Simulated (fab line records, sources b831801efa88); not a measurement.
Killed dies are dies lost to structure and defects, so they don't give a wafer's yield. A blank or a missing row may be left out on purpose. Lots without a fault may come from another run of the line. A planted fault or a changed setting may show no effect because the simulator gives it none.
Which tool did it? | flow sky130 | 15 lots, 45 wafers sampled, at 4 steps of a route of 708

WHAT THE GAUGES READ, wafer by wafer
SKY_FIELD_ISO_THK_MEAS_23.
lot  | measured    | on            | FIELD_ISO_OXIDATION_01_THK (nm)
L847 | day 2 14:42 | film_metro-02 | 10.01 10.06 10.14
L848 | day 2 20:10 | film_metro-01 | 9.93 9.75 9.88
L849 | day 3 00:45 | film_metro-03 | 10.10 10.08 10.00
L853 | day 3 20:34 | film_metro-03 | 10.19 10.22 10.39
L855 | day 4 05:16 | film_metro-03 | 9.94 10.05 9.90
L856 | day 4 09:16 | film_metro-01 | 10.02 9.93 10.05
L860 | day 5 09:13 | film_metro-03 | 10.00 9.70 9.99
L861 | day 5 15:13 | film_metro-01 | 10.07 9.92 9.86
L862 | day 5 21:49 | film_metro-02 | 9.95 10.06 10.06
L864 | day 6 04:55 | film_metro-01 | 9.82 9.76 9.64
L865 | day 6 10:46 | film_metro-03 | 10.02 10.16 9.83
L866 | day 6 15:20 | film_metro-03 | 9.84 10.15 9.94
L867 | day 6 19:44 | film_metro-02 | 9.82 9.77 10.01
L868 | day 7 01:22 | film_metro-03 | 9.88 9.95 9.99
L869 | day 7 10:07 | film_metro-01 | 9.96 9.97 10.09

SKY_NWELL_OVL_MEAS_23.
lot  | measured     | on         | NWELL_01_OVL (nm)
L847 | day 5 15:19  | overlay-01 | -1.0 -2.4 -1.0
L848 | day 6 02:18  | overlay-02 | -1.6 -1.8 0.7
L849 | day 6 01:16  | overlay-02 | 1.0 -0.6 -0.4
L853 | day 7 01:37  | overlay-02 | -0.3 -4.4 -1.0
L855 | day 7 11:58  | overlay-01 | -1.8 -2.6 -0.7
L856 | day 7 20:13  | overlay-02 | 2.4 1.8 1.4
L860 | day 8 21:19  | overlay-02 | 0.7 2.5 0.2
L861 | day 9 04:51  | overlay-01 | -0.9 1.3 -0.5
L862 | day 9 12:36  | overlay-02 | 0.2 -0.1 0.5
L864 | day 10 00:49 | overlay-02 | 0.6 1.5 0.0
L865 | day 10 03:28 | overlay-02 | -1.5 0.8 0.0
L866 | day 10 07:27 | overlay-02 | 1.0 -0.5 -0.4
L867 | day 10 12:37 | overlay-02 | 2.1 1.3 1.3
L868 | day 10 20:37 | overlay-02 | -0.6 0.1 0.5
L869 | day 11 06:07 | overlay-01 | -0.7 -0.2 0.2

SKY_RES_PROTECT_TW_MEAS_08.
lot  | measured     | on            | POLY_GATE_TW
L847 | day 15 09:22 | film_metro-02 | 4012 4021 3999
L848 | day 15 21:28 | film_metro-01 | 3938 3966 3960
L849 | day 15 23:48 | film_metro-01 | 3968 4006 3970
L853 | day 20 17:40 | film_metro-02 | 4038 4044 4042
L855 | day 20 17:36 | film_metro-04 | 4029 4035 4038
L856 | day 20 17:51 | film_metro-04 | 4024 4040 4005
L860 | day 20 22:40 | film_metro-04 | 4036 3990 4011
L861 | day 21 03:41 | film_metro-01 | 3984 3971 3985
L862 | day 21 03:58 | film_metro-04 | 4005 4014 4013
L864 | day 21 13:50 | film_metro-04 | 4020 4013 4031
L865 | day 21 15:01 | film_metro-01 | 3968 3973 3968
L866 | day 21 20:18 | film_metro-02 | 4038 4064 4026
L867 | day 22 03:34 | film_metro-02 | 4009 4008 3999
L868 | day 22 13:33 | film_metro-02 | 4016 4032 4033
L869 | day 23 02:32 | film_metro-04 | 4025 4035 4020

WHICH TOOL RAN EACH LOT (tool, then ch and the chambers of the sampled wafers, then the start)
lot  | SKY_NWELL_EXPOSE_07
L847 | iline_stepper-01 ch 0, day 4 14:05
L848 | iline_stepper-01 ch 0, day 4 23:33
L849 | iline_stepper-01 ch 0, day 4 22:14
L853 | iline_stepper-01 ch 0, day 5 21:22
L855 | iline_stepper-02 ch 0, day 6 07:16
L856 | iline_stepper-02 ch 0, day 6 13:32
L860 | iline_stepper-02, day 7 14:46
L861 | iline_stepper-01, day 7 21:32
L862 | iline_stepper-02, day 8 05:02
L864 | iline_stepper-02 ch 0, day 8 16:59
L865 | iline_stepper-01 ch 0, day 8 19:20
L866 | iline_stepper-02 ch 0, day 8 23:25
L867 | iline_stepper-02 ch 0, day 9 03:34
L868 | iline_stepper-02 ch 0, day 9 11:11
L869 | iline_stepper-02 ch 0, day 9 20:11
- SKY_NWELL_EXPOSE_07: exposes mask NWM, target cd 840 nm.

WHAT THE TOOLS THEMSELVES READ (means of the sampled wafers that have a number; where no wafer has one, the mark that the record gives instead)
SKY_NWELL_EXPOSE_07.
lot  | tool             | exposure_dose_mJ_cm2 | focus_offset_nm (nm) | stage_vel_mm_s (mm/s)
L847 | iline_stepper-01 | 254.96               | 0.5                  | 499.88
L848 | iline_stepper-01 | 254.79               | 0.9                  | 500.01
L849 | iline_stepper-01 | 254.91               | -0.5                 | 499.85
L853 | iline_stepper-01 | 254.86               | 0.0                  | 499.91
L855 | iline_stepper-02 | 254.97               | -0.0                 | 499.94
L856 | iline_stepper-02 | 254.94               | 0.4                  | 500.08
L860 | iline_stepper-02 | -                    | -                    | -
L861 | iline_stepper-01 | -                    | -                    | -
L862 | iline_stepper-02 | -                    | -                    | -
L864 | iline_stepper-02 | 255.15               | -0.5                 | 500.25
L865 | iline_stepper-01 | 255.18               | -0.1                 | 499.77
L866 | iline_stepper-02 | 255.12               | -0.1                 | 500.08
L867 | iline_stepper-02 | 254.97               | 0.0                  | 499.79
L868 | iline_stepper-02 | 254.92               | 0.6                  | 499.71
L869 | iline_stepper-02 | 255.22               | -0.6                 | 499.96

THE ANSWER, worked out from the rows above alone
Rule: what is usual is taken from the lots themselves. Put in order of their means at a reading, lots are off if they are a third of the lots or fewer, leave a main group of 4 or more, and stand apart from it by a gap of 3 or more times the standard deviation of the main group's means; of several such gaps the widest counts. A main group whose means are all the same, to the digits that the tables above print for the reading, isn't used. A lot without any number at a reading at which 4 lots or more have one is off too. The other lots that the step has rows for count as sound. The gauges are gone through in route order, then the tools' own readings, and for those a lot's mean is taken as printed above. The first step at which some lot is off is used, and at that step the reading that is off furthest; a lot without a number counts as furthest.
Off: L860, L861, L862, at SKY_NWELL_EXPOSE_07 (exposure_dose_mJ_cm2). Without a number there: L860, L861, L862. The main group: mean 255.00, standard deviation 0.13.
A tool fits if, at that step or a process step before it, it ran every lot that is off, and no sound lot after the first of them. None of those tried fits.

WHAT THE SIMULATOR HAD PUT IN
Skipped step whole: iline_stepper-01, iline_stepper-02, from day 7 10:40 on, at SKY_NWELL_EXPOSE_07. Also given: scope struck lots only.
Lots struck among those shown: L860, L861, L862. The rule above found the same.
